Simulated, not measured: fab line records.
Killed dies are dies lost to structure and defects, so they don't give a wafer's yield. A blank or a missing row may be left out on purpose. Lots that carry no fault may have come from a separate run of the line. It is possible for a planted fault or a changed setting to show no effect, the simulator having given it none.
Which of the tools did it? ; flow gf180mcu ; 7 lots with 21 wafers sampled at 2 steps, on a route of 602 steps

## WHAT EACH GAUGE READ, for each wafer
GF_VT_IMPLANT_TW_MEAS_10.
lot;measured;on;VT_IMPLANT_TW
L973;day 6 04:43;filmMetro-02;566.9 569.5 567.7
L976;day 6 21:01;filmMetro-02;569.9 570.9 573.3
L978;day 7 20:08;filmMetro-02;570.0 568.4 568.5
L983;day 8 18:30;filmMetro-02;569.6 568.2 568.2
L985;day 9 06:07;filmMetro-03;587.4 584.3 586.8
L990;day 10 14:37;filmMetro-02;565.5 571.7 565.9
L994;day 11 14:58;filmMetro-03;569.7 568.6 567.0

## WHICH TOOL RAN EACH LOT (tool, then ch and the chambers of the sampled wafers, then the start)
lot;GF_VT_IMPLANT_IMPLANT_08
L973;implanter-03 ch 0, day 6 04:28
L976;implanter-01 ch 0, day 6 20:46
L978;implanter-01 ch 0, day 7 19:55
L983;implanter-03 ch 0, day 8 18:14
L985;implanter-01 ch 0, day 9 05:52
L990;implanter-02 ch 0, day 10 14:22
L994;implanter-01 ch 0, day 11 14:44
- GF_VT_IMPLANT_IMPLANT_08

## THE ANSWER, worked out from the rows above alone
Rule: what is usual is taken from the lots themselves. The widest of any qualifying gaps counts: lots, ordered by their means at a reading, are off when they make up no more than a third of the lots, leave a main group of 4 or more, and stand apart from it by 3 or more times the standard deviation of that group's means. The tables above print the reading to a certain number of digits; a main group whose means all agree to those digits is not used. Also off: a lot with no number at a reading for which 4 or more lots have one. The other lots that the step has rows for count as sound.
Off: L985, at GF_VT_IMPLANT_TW_MEAS_10 (VT_IMPLANT_TW). Mean 568.9 and standard deviation 1.2 in the main group.
A tool fits if, at a process step before that reading, it ran every lot that is off, and no sound lot after the first of them. Gauges at GF_VT_IMPLANT_TW_MEAS_10: tried the same way as those tools. No candidate that was tried fits.

## WHAT THE SIMULATOR PUT IN
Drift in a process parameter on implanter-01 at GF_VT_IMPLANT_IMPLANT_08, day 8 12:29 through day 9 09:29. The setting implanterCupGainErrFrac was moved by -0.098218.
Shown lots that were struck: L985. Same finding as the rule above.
